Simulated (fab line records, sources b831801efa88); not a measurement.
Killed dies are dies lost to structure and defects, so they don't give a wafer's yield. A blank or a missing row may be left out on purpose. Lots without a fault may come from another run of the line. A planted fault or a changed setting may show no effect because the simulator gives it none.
Chamber matching | flow sky130 | SKY_METAL3_ETCH_17 on rie_diel-03: 4 sister chambers
The step etches SiO2 in C4F8/O2/Ar, stops on TiN, time 3.9 s, target depth 15 nm. 8 wafers are shown with their chamber, then 12 later ones without.

WAFERS WITH THEIR CHAMBER
wafer  | chamber | oes_product_au (a.u.)
L083.2 | 3       | 0.749
L083.6 | 1       | 0.764
L084.2 | 2       | 0.754
L084.5 | 2       | 0.766
L084.6 | 3       | 0.753
L088.3 | 0       | 0.746
L088.5 | 0       | 0.746
L088.6 | 1       | 0.753

WAFERS WITHOUT THEIR CHAMBER
wafer  | oes_product_au (a.u.)
L087.1 | 0.747
L087.2 | 0.748
L087.5 | 0.751
L090.1 | 0.746
L090.2 | 0.741
L090.3 | 0.740
L090.4 | 0.750
L090.5 | 0.751
L090.6 | 0.756
L095.1 | 0.753
L095.2 | 0.755
L095.5 | 0.755

WHICH CHAMBER EACH WENT THROUGH
wafer  | from the rows above               | in truth
L087.1 | can't be placed: 0 or 3 or 1      | 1
L087.2 | can't be placed: 0 or 3 or 1 or 2 | 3
L087.5 | can't be placed: 3 or 0 or 1 or 2 | 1
L090.1 | can't be placed: 0 or 3           | 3
L090.2 | can't be placed: 0 or 3           | 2
L090.3 | can't be placed: 0 or 3           | 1
L090.4 | can't be placed: 3 or 0 or 1 or 2 | 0
L090.5 | can't be placed: 3 or 0 or 1 or 2 | 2
L090.6 | can't be placed: 1 or 2 or 3 or 0 | 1
L095.1 | can't be placed: 3 or 1 or 0 or 2 | 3
L095.2 | can't be placed: 1 or 3 or 2 or 0 | 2
L095.5 | can't be placed: 1 or 3 or 2 or 0 | 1
Placed correctly: 0 of 12. Can't be placed from these rows: 12 (the true chamber is among the candidates in 10). Placed wrongly: 0.
How it was worked out, from the rows above alone: a wafer's distance from a chamber is the root of the sum, over the readings, of the square of ((its reading less the chamber's mean) divided by the reading's scatter). The wafer belongs to the nearest chamber; if the next one is less than 2 further off, it can't be placed. A chamber's mean is the mean of its shown wafers. The scatter: the root of (the sum of the squares of (reading less its chamber's mean) over the shown wafers, divided by (wafers less chambers)).
